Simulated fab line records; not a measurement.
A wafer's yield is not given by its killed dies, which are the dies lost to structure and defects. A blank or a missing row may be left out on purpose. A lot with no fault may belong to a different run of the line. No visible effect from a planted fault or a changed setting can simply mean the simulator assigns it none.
Comparing a struck lot with a sound one	flow sky130	37 steps out of a route of 708
Sound: these wafers, L327.3, L327.4, L327.6. Struck: wafer L339.6 (L339.2, L339.3, from the same lot, were not struck and are left out); the cause is given at the end.
At each step with rows: each side's tool, then ch and its chambers, then its first start. Under that, the readings that differ: sound wafers	struck wafers	difference of the means	sigmas: that difference in standard deviations of wafers without a fault.
alike: a reading whose means differ by less than 2 such deviations, as well as words and numbers matching on both sides. not compared: withheld readings; readings where some wafer has no value; bounds like >300 that might hide an equal value; numbers whose values overlap and for which the record gives no deviation.
Wherever a step has rows on one side only, a row that says differs or no value, or a row with sigmas, the two part there. When numbers do not overlap yet have no deviation, they are printed without sigmas and do not part them. Lack of a reading on every wafer of one side parts them only where that side has two or more wafers.

first, 9 steps without rows for these wafers: SKY_VIA2_SPUTTER_20 (material TiN, target thk 20 nm, time 80 s); SKY_VIA2_CVD_21 (deposits W, target thk 420 nm, time 126.4 s); SKY_VIA2_CMP_24 (polishes, stops on SiO2, t overpolish 20 s, target thk 0 nm); SKY_METAL3_SPUTTER_00 (material Ti, target thk 15 nm, time 10 s); SKY_METAL3_SPUTTER_01 (material TiN, target thk 20 nm, time 16.7 s); SKY_METAL3_SPUTTER_02 (material AlCu, target thk 735 nm, time 39.1 s); SKY_METAL3_SPUTTER_03 (material Ti, target thk 5 nm, time 3.3 s); SKY_METAL3_SPUTTER_04 (material TiN, target thk 70 nm, time 58.3 s); SKY_CAPM_CVD_00 (deposits SiO2, target thk 15.5 nm).
SKY_CAPM_SPUTTER_02: material TiN, target thk 200 nm, time 166.7 s.
  sound on pvd sputter-04, day 36 08:08; struck on pvd sputter-04, day 40 03:16
reading	sound	struck	difference	sigmas
throttle valve pct (%)	27.4 30.3 27.4	30.8	+2.4	+2
model.TiN_of_CAPM_SPUTTER_02.thk nm (nm)	194.4 194.4 194.5	131.4	-63.0	
SKY_CAPM_RS_MEAS_03: the measuring method here is four-point-probe.
  sound on film metro-03, day 36 08:17; struck on film metro-02, day 40 03:41
reading	sound	struck	difference	sigmas
CAPM_TIN_RS (ohm/sq)	7.12 7.12 7.11	10.64	+3.52	+45
  not compared: hold
SKY_CAPM_THK_MEAS_04: measures by xrf.
  sound on film metro-03, day 36 08:23; struck on film metro-02, day 40 05:20
reading	sound	struck	difference	sigmas
CAPM_TIN_THK (nm)	191.6 190.7 191.4	129.8	-61.4	-27
  not compared: hold
then, 6 steps without rows for these wafers: SKY_CAPM_HMDS_06 (prime time 60 s); SKY_CAPM_COAT_07 (resist thk 1140 nm); SKY_CAPM_SOFTBAKE_08 (time 60 s); SKY_CAPM_EXPOSE_09 (exposes mask CAPM, target cd 1000 nm); SKY_CAPM_PEB_10; SKY_CAPM_DEVELOP_11 (develop time 60 s).
SKY_CAPM_METAL_ETCH_13: etches TiN in Cl2/BCl3, stops on SiO2, target depth 220 nm, time 62.9 s.
  sound on rie metal-01 ch 0,1, day 37 10:17; struck on rie metal-03 ch 0, day 41 04:22
reading	sound	struck	difference	sigmas
oes product au (a.u.)	0.927 0.927 0.926	0.755	-0.172	-22
throttle valve pct (%)	21.925 21.924 21.930	22.015	+0.089	+8
  alike: drypump motor current A
  not compared: rf hours counter h
then, 16 steps without rows for these wafers: SKY_CAPM_STRIP_14 (strips in O2/N2); SKY_CAPM_STRIP_15 (strips in post etch residue remover, time 1200 s); SKY_CAPM_CLEAN_16 (cleans in IPA, time 180 s); SKY_CAPM_CLEAN_17 (cleans in O3/DIW); SKY_METAL3_DEHYDRATE_05 (time 60 s); SKY_METAL3_HMDS_06 (prime time 60 s); SKY_METAL3_COAT_07 (resist thk 60 nm); SKY_METAL3_COAT_08 (resist thk 1140 nm); SKY_METAL3_SOFTBAKE_09 (time 90 s); SKY_METAL3_EXPOSE_10 (exposes mask MM3, target cd 300 nm); SKY_METAL3_PEB_11; SKY_METAL3_DEVELOP_12 (develop time 60 s); SKY_METAL3_DESCUM_15 (chemistry O2, time 8 s); SKY_METAL3_ETCH_16 (etches BARC in N2/H2, stops on SiO2, time 88.2 s, target depth 60 nm); SKY_METAL3_ETCH_17 (etches SiO2 in C4F8/O2/Ar, stops on TiN, time 3.9 s, target depth 15 nm); SKY_METAL3_METAL_ETCH_18 (etches the open film in Cl2/BCl3, stops on SiO2, target depth 845 nm, time 183.1 s).
SKY_METAL3_STRIP_20: strips in post etch residue remover, time 1200 s.
  sound on wet bench-01 ch 0, day 38 13:14; struck on wet bench-04 ch 3, day 42 04:48
reading	sound	struck	difference	sigmas
model.TiN_of_CAPM_SPUTTER_02.thk nm (nm)	193.6 193.5 193.6	130.5	-63.1	
  alike: temp c
-- the record jumps here: 7 days lie between the struck wafers' starts before and after (it left off in module METAL3 and takes up again in module PAD_OPEN, whose first step shown is number 708 of the route) --
SKY_PAD_OPEN_PROBE_99:
  sound on prober-02, day 45 20:44; struck on prober-01, day 48 19:42
reading	sound	struck	difference	sigmas
model.etest.cap mim.plate ohm sq	6.202 6.146 6.153	9.123	+2.956	
model.etest.cap mim.bv v (V)	13.17 14.07 13.99	12.53	-1.21	
model.etest.cap mim.leak log10 a cm2	-8.881 -9.07 -8.979	-8.201	+0.776	
  alike: defect limited yield, killed_at_M0_to_M3, killed_at_M4_up, killed at contacts, killed at front end, killed at other, killed dies, killed open, killed short, sort_bin_3_pad_short, sort_bin_5_function, sort_bin_6_memory, sort n pass, sort yield pct

WHERE THEY PART
Earliest at SKY_CAPM_SPUTTER_02; latest, in this record, at SKY_CAPM_METAL_ETCH_13. Later steps at which nothing parts them and some readings are alike: SKY_METAL3_STRIP_20, SKY_PAD_OPEN_PROBE_99.

WHY: whatever the simulator had introduced
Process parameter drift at SKY_CAPM_SPUTTER_02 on pvd sputter-04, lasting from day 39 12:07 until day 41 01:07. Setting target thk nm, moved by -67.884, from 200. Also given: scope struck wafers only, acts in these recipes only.
